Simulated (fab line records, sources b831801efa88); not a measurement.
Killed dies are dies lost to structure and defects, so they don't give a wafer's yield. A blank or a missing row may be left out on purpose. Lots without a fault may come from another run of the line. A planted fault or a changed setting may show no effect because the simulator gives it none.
fab line records | flow sky130
record lots=7 wafers=21 last_day=49
route steps=708 shown CAP2M@604 PAD_OPEN@708
lots that met no fault: from a run of the same line without faults
start_h: hours from the record's first day to the start of the lot's first wafer shown | wait_h: hours since the lot's step before | " the same as in the row above | L1.1+2: a row that stands for several wafers | - no value, or no start given | * or withheld: withheld | < > ~ a bound
route shown NAME@n: a module of which the file shows steps, and the number in the route of the first | usual: mean/standard deviation of fault-free wafers | same: alike in all rows | chamber/n: place in a boat | sites: the reading at each site | _std_site: their standard deviation | _edge_site: outer sites' mean less inner sites' | radius_mm: how far each site lies from the wafer's centre | mask NAME#n: copy n | behind: the tool/chamber that last shaped the wafer | hold: why the lot was held/for how many hours/how that ended | device: the transistor (n, p or np) that didn't switch | end of line: the same wafers' tests at the end of the route | a step without rows: its recipe alone | killed: dies lost to structure and defects at the first sort, not the wafer's yield | map: a wafer's dies, x killed, . not, _ none there
set.NAME: the setting as run; set.NAME@STEP: as run at that earlier step | model.NAME: the simulator's own value behind a step, which no gauge read
lots at some steps of the route; a table a step, a row a wafer
services: from which hour (start_h, from the record's first day; less than 0 if before it) a tool's chamber was out of use, for how many hours, and why
## steps
# step SKY_CAP2M_THK_MEAS_01
# recipe reads=SiO2_of_CAP2M_CVD_00
# usual CAP2M_CVD_00_THK=15.46/0.22
# columns lot.wafer tool chamber start_h wait_h CAP2M_CVD_00_THK[nm]
L902.1 film_metro-04 - 970.74 - 15.24
L902.5 " - " " 15.56
L902.6 " - " " 15.33
L904.2 film_metro-01 - 991.64 - 15.40
L904.3 " - " " 15.22
L904.6 " - " " 15.63
L906.1 film_metro-01 - 997.93 - 15.57
L906.5 " - " " 15.64
L906.6 " - " " 15.83
L907.2 film_metro-01 - 1006.60 - 15.17
L907.5 " - " " 15.43
L907.6 " - " " 15.48
L909.1 film_metro-01 - 1022.26 - 15.19
L909.3 " - " " 15.23
L909.5 " - " " 15.64
L915.2 film_metro-03 - 1066.09 - 15.32
L915.4 " - " " 15.65
L915.5 " - " " 15.71
L916.1 film_metro-03 - 1067.37 - 15.62
L916.2 " - " " 15.22
L916.5 " - " " 15.62
# step SKY_CAP2M_SPUTTER_02
# recipe material=TiN target_thk_nm=200 temp_c=300 power_w=6500 time_s=166.7 chamber_pressure_pa=0.4
# usual throttle_valve_pct=29.8/0.94
# columns lot.wafer tool chamber start_h wait_h throttle_valve_pct
L902.1 pvd_sputter-02 - 970.80 0.1 28.2
L902.5 " - " " 29.8
L902.6 " - " " 28.2
L904.2 pvd_sputter-01 - 991.69 0.0 30.8
L904.3 " - " " 31.1
L904.6 " - " " 31.0
L906.1 pvd_sputter-02 - 997.99 0.1 28.3
L906.5 " - " " 28.3
L906.6 " - " " 30.7
L907.2 pvd_sputter-03 - 1006.65 0.0 30.0
L907.5 " - " " 29.2
L907.6 " - " " 30.6
L909.1 pvd_sputter-03 - 1022.32 0.1 29.2
L909.3 " - " " 28.7
L909.5 " - " " 29.7
L915.2 pvd_sputter-01 - 1066.14 0.0 31.3
L915.4 " - " " 30.8
L915.5 " - " " 31.0
L916.1 pvd_sputter-02 - 1067.43 0.1 30.7
L916.2 " - " " 28.2
L916.5 " - " " 30.8
# step SKY_CAP2M_RS_MEAS_03
# recipe thk_meas_gauge=four-point-probe reads=TiN_of_CAP2M_SPUTTER_02
# usual CAP2M_TIN_RS=6.88/0.075
# columns lot.wafer tool chamber start_h wait_h CAP2M_TIN_RS[ohm/sq]
L902.1 film_metro-03 - 970.91 0.1 6.89
L902.5 " - " " 6.92
L902.6 " - " " 6.90
L904.2 film_metro-01 - 991.82 0.1 6.97
L904.3 " - " " 6.94
L904.6 " - " " 6.91
L906.1 film_metro-03 - 998.10 0.1 6.82
L906.5 " - " " 6.92
L906.6 " - " " 6.86
L907.2 film_metro-03 - 1006.78 0.1 6.90
L907.5 " - " " 6.80
L907.6 " - " " 6.87
L909.1 film_metro-03 - 1022.43 0.1 6.86
L909.3 " - " " 6.88
L909.5 " - " " 6.90
L915.2 film_metro-03 - 1066.27 0.1 6.74
L915.4 " - " " 6.76
L915.5 " - " " 6.77
L916.1 film_metro-01 - 1067.54 0.1 6.93
L916.2 " - " " 6.98
L916.5 " - " " 6.97
# step SKY_CAP2M_THK_MEAS_04
# recipe thk_meas_gauge=xrf reads=TiN_of_CAP2M_SPUTTER_02
# usual CAP2M_TIN_THK=199.8/2.2
# columns lot.wafer tool chamber start_h wait_h CAP2M_TIN_THK[nm]
L902.1 film_metro-03 - 971.03 0.1 197.6
L902.5 " - " " 196.6
L902.6 " - " " 197.2
L904.2 film_metro-01 - 991.93 0.1 197.5
L904.3 " - " " 198.7
L904.6 " - " " 199.8
L906.1 film_metro-03 - 998.22 0.1 200.8
L906.5 " - " " 197.1
L906.6 " - " " 199.0
L907.2 film_metro-03 - 1006.89 0.1 199.7
L907.5 " - " " 199.8
L907.6 " - " " 198.4
L909.1 film_metro-03 - 1022.55 0.1 200.4
L909.3 " - " " 199.8
L909.5 " - " " 198.5
L915.2 film_metro-03 - 1066.38 0.1 203.8
L915.4 " - " " 201.0
L915.5 " - " " 201.9
L916.1 film_metro-01 - 1067.66 0.1 199.5
L916.2 " - " " 198.6
L916.5 " - " " 198.2
# step SKY_CAP2M_DEHYDRATE_05
# recipe temp_c=200 time_s=60
# step SKY_CAP2M_HMDS_06
# recipe prime_time_s=60 prime_temp_c=120
# step SKY_CAP2M_COAT_07
# recipe resist=NOVOLAK spin_rpm=3000 resist_thk_nm=1140
# step SKY_CAP2M_SOFTBAKE_08
# recipe temp_c=90 time_s=60 resist=NOVOLAK
# step SKY_CAP2M_EXPOSE_09
# recipe mask_id=CAP2M na=0.6 source_shape=conventional sigma_outer=0.6 polarization=unpolarized target_cd_nm=1000 dose_mj=159
# step SKY_CAP2M_PEB_10
# recipe temp_c=withheld time_s=* resist=NOVOLAK
# step SKY_CAP2M_DEVELOP_11
# recipe resist=NOVOLAK developer=TMAH develop_time_s=60 dev_temp_c=23
# step SKY_CAP2M_OVL_MEAS_12
# usual CAP2M_OVL=0.5/1.5
# columns lot.wafer tool chamber start_h wait_h CAP2M_OVL[nm]
L902.1 overlay-01 - 994.34 0.1 1.2
L902.5 " - " " 0.1
L902.6 " - " " -0.3
L904.2 overlay-01 - 1014.70 0.1 1.1
L904.3 " - " " 2.2
L904.6 " - " " 1.1
L906.1 overlay-02 - 1020.87 0.1 3.5
L906.5 " - " " 2.1
L906.6 " - " " 1.7
L907.2 overlay-01 - 1029.53 0.1 1.7
L907.5 " - " " -1.7
L907.6 " - " " 1.3
L909.1 overlay-02 - 1045.00 0.1 0.2
L909.3 " - " " -0.9
L909.5 " - " " 0.6
L915.2 overlay-02 - 1086.99 0.1 2.8
L915.4 " - " " 4.3
L915.5 " - " " 2.9
L916.1 overlay-02 - 1088.15 0.1 2.9
L916.2 " - " " 1.7
L916.5 " - " " 2.2
# step SKY_CAP2M_METAL_ETCH_13
# recipe target_depth_nm=220 stop_on=SiO2 chemistry=Cl2/BCl3 target=TiN pressure_mtorr=10 icp_w=900 bias_w=47.17 Cl2_flow_sccm=60 bcl3_flow_sccm=30 time_s=62.9
# usual chamber_pressure_mTorr=10.001/0.0095 drypump_motor_current_A=5.7/0.49 he_backside_leak_sccm=3.3/0.36 oes_product_au=0.943/0.0079 throttle_valve_pct=21.900/0.0099
# columns lot.wafer tool chamber start_h wait_h chamber_pressure_mTorr drypump_motor_current_A he_backside_leak_sccm oes_product_au rf_hours_counter_h throttle_valve_pct
L902.1 rie_metal-02 1 994.37 0.0 9.997 5.8 3.2 0.941 3 21.895
L902.5 " 1 " " 10.001 5.8 3.2 0.942 - 21.897
L902.6 " 1 " " 10.012 5.8 3.3 0.941 - 21.906
L904.2 rie_metal-03 1 1014.73 0.0 9.998 5.0 3.1 0.930 12 21.895
L904.3 " 1 " " 9.996 5.0 3.2 0.946 - 21.892
L904.6 " 0 " " 10.007 5.5 3.2 0.939 - 21.880
L906.1 rie_metal-02 1 1020.91 0.0 8.004 5.8 3.2 0.962 5 21.913
L906.5 " 1 " " 8.003 5.8 3.2 0.937 - 21.892
L906.6 " 0 " " 10.012 6.4 3.6 0.941 - 21.893
L907.2 rie_metal-02 1 1029.58 0.0 7.991 5.8 3.2 0.937 - 21.893
L907.5 " 1 " " 8.018 5.8 3.1 0.946 - 21.897
L907.6 " 1 " " 8.010 5.8 3.2 0.942 - 21.895
L909.1 rie_metal-02 0 1045.03 0.0 9.995 6.4 3.5 0.949 10 21.907
L909.3 " 0 " " 9.996 6.4 3.3 0.938 - 21.888
L909.5 " 1 " " 8.006 5.8 3.1 0.934 - 21.892
L915.2 rie_metal-01 0 1087.02 0.0 9.997 6.2 3.1 0.947 17 21.897
L915.4 " 1 " " 10.006 5.1 3.4 0.946 - 21.892
L915.5 " 0 " " 10.003 6.1 3.1 0.947 - 21.888
L916.1 rie_metal-01 0 1088.18 0.0 10.011 6.1 3.4 0.932 17 21.903
L916.2 " 1 " " 10.010 5.1 3.3 0.940 17 21.904
L916.5 " 1 " " 9.999 5.1 3.4 0.933 - 21.907
# step SKY_CAP2M_STRIP_14
# recipe chemistry=O2/N2 power_w=1400 pressure_mtorr=1500 platen_temp_c=withheld o2_flow_sccm=3000 n2_flow_sccm=300 overash_fraction=0.5
# usual drypump_motor_current_A=5.7/0.45 oes_product_au=0.710/0.0051 strip_time_to_endpoint_s=12.71/0.043
# columns lot.wafer tool chamber start_h wait_h drypump_motor_current_A oes_product_au rf_hours_counter_h strip_time_to_endpoint_s
L902.1 plasma_asher-02 1 994.53 0.1 6.1 0.698 89 12.63
L902.5 " 0 " " 5.8 0.704 - 12.63
L902.6 " 1 " " 6.1 0.716 - 12.68
L904.2 plasma_asher-02 1 1014.81 0.1 6.1 0.709 90 12.71
L904.3 " 1 " " 6.0 0.714 - 12.74
L904.6 " 0 " " 5.7 0.710 - 12.72
L906.1 plasma_asher-02 0 1020.98 0.1 5.8 0.707 91 12.73
L906.5 " 1 " " 6.1 0.711 - 12.73
L906.6 " 0 " " 5.8 0.717 - 12.67
L907.2 plasma_asher-03 1 1029.71 0.1 6.3 0.719 30 12.76
L907.5 " 0 " " 5.6 0.708 - 12.71
L907.6 " 1 " " 6.3 0.699 - 12.74
L909.1 plasma_asher-02 0 1045.11 0.1 5.7 0.706 94 12.70
L909.3 " 0 " " 5.8 0.709 - 12.68
L909.5 " 0 " " 5.8 0.712 - 12.74
L915.2 plasma_asher-02 1 1087.10 0.1 6.0 0.712 98 12.71
L915.4 " 0 " " 5.8 0.707 - 12.72
L915.5 " 0 " " 5.8 0.705 - 12.75
L916.1 plasma_asher-04 0 1088.26 0.1 5.8 0.708 65 12.76
L916.2 " 1 " " 4.9 0.709 65 12.77
L916.5 " 1 " " 4.9 0.707 - 12.76
# step SKY_PAD_OPEN_PROBE_99
# usual defect_limited_yield=81.9/1.9 killed_at_M0_to_M3=45/7.9 killed_at_M4_up=2.9/1.8 killed_at_contacts=25/5.5 killed_at_front_end=16/4.4 killed_at_other=0.3/0.58 killed_dies=89/9.4 killed_open=49/6.8 killed_short=40/6.3 sort_bin_3_pad_short=0.9/0.41 sort_bin_5_function=10.8/1.5 sort_bin_6_memory=6.4/1.2 sort_n_pass=403/9.4 sort_yield_pct=81.9/1.9
# same gross_dies=492 killed_at_back_side=0 sort_bin_4_leakage[%]=0 sort_bin_8_speed[%]=0
# columns lot.wafer tool chamber start_h wait_h defect_limited_yield[%] killed_at_M0_to_M3 killed_at_M4_up killed_at_contacts killed_at_front_end killed_at_other killed_dies killed_open killed_short sort_bin_3_pad_short[%] sort_bin_5_function[%] sort_bin_6_memory[%] sort_n_pass sort_yield_pct[%]
L902.1 prober-01 - 1111.23 0.1 80.5 51 5 27 13 0 96 57 39 0.6 12.8 6.1 396 80.5
L902.5 prober-01 - 1111.43 0.2 85.6 39 2 21 9 0 71 40 31 0.8 9.3 4.3 421 85.6
L902.6 prober-01 - 1111.48 0.2 85.0 36 3 25 10 0 74 37 37 1.2 8.9 4.9 418 85.0
L904.2 prober-02 - 1125.18 0.1 80.9 33 2 38 21 0 94 52 42 1.2 10.4 7.5 398 80.9
L904.3 prober-02 - 1125.23 0.2 78.7 45 5 40 15 0 105 58 46 0.8 11.8 8.7 387 78.7
L904.6 prober-02 - 1125.38 0.2 81.9 40 3 35 11 0 89 43 44 1.6 9.6 6.9 403 81.9
L907.2 prober-02 - 1137.81 0.1 85.4 28 3 27 13 1 72 39 33 0.2 8.9 5.5 420 85.4
L907.5 prober-02 - 1137.96 0.2 82.9 52 4 21 7 0 84 46 38 1.6 8.9 6.5 408 82.9
L907.6 prober-02 - 1138.01 0.2 84.1 33 4 18 21 2 78 41 37 1.4 8.1 6.3 414 84.1
L909.1 prober-01 - 1151.44 0.1 80.1 41 5 31 21 0 98 53 45 1.2 11.2 7.5 394 80.1
L909.3 prober-01 - 1151.54 0.2 80.9 41 1 27 25 0 94 57 35 1.4 11.2 6.5 398 80.9
L909.5 prober-01 - 1151.64 0.2 83.3 33 4 28 17 0 82 41 40 0.2 12.0 4.5 410 83.3
L915.2 prober-01 - 1184.46 0.1 80.1 53 3 27 15 0 98 63 35 0.4 14.2 5.3 394 80.1
L915.4 prober-01 - 1184.56 0.2 79.9 54 0 31 13 1 99 48 49 0.6 13.0 6.5 393 79.9
L915.5 prober-01 - 1184.61 0.2 82.7 47 3 22 13 0 85 41 43 1.4 9.8 6.1 407 82.7
L916.1 prober-01 - 1186.24 0.1 82.3 43 0 22 22 0 87 48 38 1.0 11.2 5.5 405 82.3
L916.2 prober-01 - 1186.29 0.1 80.1 60 6 19 13 0 98 60 37 0.6 11.8 7.5 394 80.1
L916.5 prober-01 - 1186.44 0.2 80.3 55 3 19 19 1 97 51 46 1.0 13.2 5.5 395 80.3
# killed by level:class
L902.1 VIA1:geometric_particle:open=12 CONTACT:geometric_particle:open=10 VIA3:geometric_particle:open=8 POLY_GATE:geometric_particle:short=7 LI_CONTACT:geometric_particle:open=7 VIA2:geometric_particle:open=7 CONTACT:geometric_particle:short=6 METAL1:geometric_particle:short=5
L902.5 VIA1:geometric_particle:open=10 CONTACT:geometric_particle:open=8 METAL2:geometric_particle:short=7 LI_CONTACT:geometric_particle:open=6 VIA3:geometric_particle:open=5 CONTACT:geometric_particle:short=4 METAL1:geometric_particle:short=4 LI_CONTACT:geometric_particle:short=3
L902.6 CONTACT:geometric_particle:open=9 METAL1:geometric_particle:short=7 VIA1:geometric_particle:open=7 LI_CONTACT:geometric_particle:open=6 CONTACT:geometric_particle:short=6 METAL2:geometric_particle:short=5 POLY_GATE:geometric_particle:open=4 VIA2:geometric_particle:open=4
L904.2 CONTACT:geometric_particle:open=11 LI_CONTACT:geometric_particle:open=10 LOCAL_INTERCONNECT:geometric_particle:short=8 VIA1:geometric_particle:open=8 CONTACT:geometric_particle:short=6 VIA3:geometric_particle:open=6 FIELD_ISO:geometric_particle:short=5 METAL2:geometric_particle:short=5
L904.3 VIA1:geometric_particle:open=16 LI_CONTACT:geometric_particle:open=11 CONTACT:geometric_particle:short=10 CONTACT:geometric_particle:open=9 LOCAL_INTERCONNECT:geometric_particle:short=6 VIA3:geometric_particle:open=6 METAL2:geometric_particle:short=5 LI_CONTACT:geometric_particle:short=4
L904.6 CONTACT:geometric_particle:open=11 CONTACT:geometric_particle:short=10 LI_CONTACT:geometric_particle:open=9 METAL2:geometric_particle:short=9 VIA2:geometric_particle:open=6 VIA1:geometric_particle:open=5 VIA3:geometric_particle:open=5 FIELD_ISO:geometric_particle:short=4
L907.2 CONTACT:geometric_particle:open=11 LI_CONTACT:geometric_particle:open=8 VIA1:geometric_particle:open=6 METAL1:geometric_particle:short=5 VIA2:geometric_particle:open=4 VIA1:geometric_particle:short=4 POLY_CUT:geometric_particle:open=3 LI_CONTACT:geometric_particle:short=3
L907.5 LI_CONTACT:geometric_particle:open=12 VIA2:geometric_particle:open=10 VIA1:geometric_particle:open=8 METAL2:geometric_particle:short=8 VIA1:geometric_particle:short=7 METAL3:geometric_particle:short=5 VIA3:geometric_particle:open=5 LI_CONTACT:geometric_particle:short=3
L907.6 VIA1:geometric_particle:open=11 FIELD_ISO:geometric_particle:open=7 LI_CONTACT:geometric_particle:open=7 VIA1:geometric_particle:short=5 LOCAL_INTERCONNECT:geometric_particle:short=4 METAL2:geometric_particle:short=4 FIELD_ISO:geometric_particle:short=3 SONOS_ONO:geometric_particle:short=3
L909.1 CONTACT:geometric_particle:open=11 VIA1:geometric_particle:open=9 FIELD_ISO:geometric_particle:open=8 LI_CONTACT:geometric_particle:open=7 VIA2:geometric_particle:open=6 CONTACT:geometric_particle:short=6 METAL1:geometric_particle:short=5 METAL2:geometric_particle:short=5
L909.3 CONTACT:geometric_particle:open=12 LI_CONTACT:geometric_particle:open=9 FIELD_ISO:geometric_particle:open=8 VIA3:geometric_particle:open=8 FIELD_ISO:geometric_particle:short=7 METAL1:geometric_particle:short=7 VIA1:geometric_particle:short=7 METAL2:geometric_particle:short=6
L909.5 CONTACT:geometric_particle:open=8 FIELD_ISO:geometric_particle:open=6 LI_CONTACT:geometric_particle:open=6 LOCAL_INTERCONNECT:geometric_particle:short=6 VIA2:geometric_particle:open=6 METAL2:geometric_particle:short=5 CONTACT:geometric_particle:short=4 LI_CONTACT:geometric_particle:short=4
L915.2 CONTACT:geometric_particle:open=12 VIA1:geometric_particle:open=12 VIA2:geometric_particle:open=11 LI_CONTACT:geometric_particle:open=7 VIA3:geometric_particle:open=6 METAL2:geometric_particle:short=6 CONTACT:geometric_particle:short=5 FIELD_ISO:geometric_particle:open=4
L915.4 METAL1:geometric_particle:short=10 LI_CONTACT:geometric_particle:open=9 VIA1:geometric_particle:open=9 CONTACT:geometric_particle:open=8 CONTACT:geometric_particle:short=7 VIA2:geometric_particle:short=6 METAL2:geometric_particle:open=6 VIA2:geometric_particle:open=5
L915.5 VIA1:geometric_particle:open=10 CONTACT:geometric_particle:open=8 VIA2:geometric_particle:open=8 METAL2:geometric_particle:short=7 VIA3:geometric_particle:open=7 FIELD_ISO:geometric_particle:short=5 CONTACT:geometric_particle:short=5 VIA2:geometric_particle:short=4
L916.1 VIA2:geometric_particle:open=10 VIA1:geometric_particle:open=9 CONTACT:geometric_particle:open=9 FIELD_ISO:geometric_particle:open=7 POLY_GATE:geometric_particle:short=7 METAL1:geometric_particle:short=6 LOCAL_INTERCONNECT:geometric_particle:short=5 VIA2:geometric_particle:short=5
L916.2 VIA1:geometric_particle:open=15 VIA2:geometric_particle:open=12 VIA3:geometric_particle:open=9 CONTACT:geometric_particle:open=7 LI_CONTACT:geometric_particle:open=6 METAL2:geometric_particle:short=6 FIELD_ISO:geometric_particle:short=4 VIA1:geometric_particle:short=4
L916.5 VIA2:geometric_particle:open=12 VIA1:geometric_particle:open=10 FIELD_ISO:geometric_particle:open=6 CONTACT:geometric_particle:open=6 METAL2:geometric_particle:short=5 POLY_GATE:geometric_particle:short=5 METAL1:geometric_particle:short=5 METAL1:geometric_particle:open=5
## services
# columns tool chamber start_h hours kind
rie_metal-01 - 958.34 0.7 repair
rie_metal-01 0 969.07 10.7 repair
plasma_asher-03 - 969.71 0.7 repair
rie_metal-03 - 986.43 14.6 pm
rie_metal-02 0 989.59 11.3 repair
plasma_asher-02 - 1004.51 6.5 repair
rie_metal-02 0 1027.28 14.8 repair
rie_metal-03 - 1043.37 1.4 pm
rie_metal-02 - 1069.62 14.6 pm
rie_metal-03 0 1087.26 4.4 repair
rie_metal-03 1 1087.68 18.5 repair
## key
first_sign step=SKY_CAP2M_METAL_ETCH_13 reading=chamber_pressure_mTorr direction=down sigmas=99+ usual=10.001 struck=8.005
effect none on later readings
met_at SKY_CAP2M_METAL_ETCH_13
struck_wafers L906.1,L906.5,L907.2,L907.5,L907.6,L909.5
onset_between 994.37 1020.91
fault kind=process_parameter_drift tool=rie_metal-02 chamber=1 onset_h=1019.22 steps=SKY_CAP2M_METAL_ETCH_13 channel=pressure_mtorr offset=-2 shape=step end_h=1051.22 acts_in=these_recipes_only stated=10
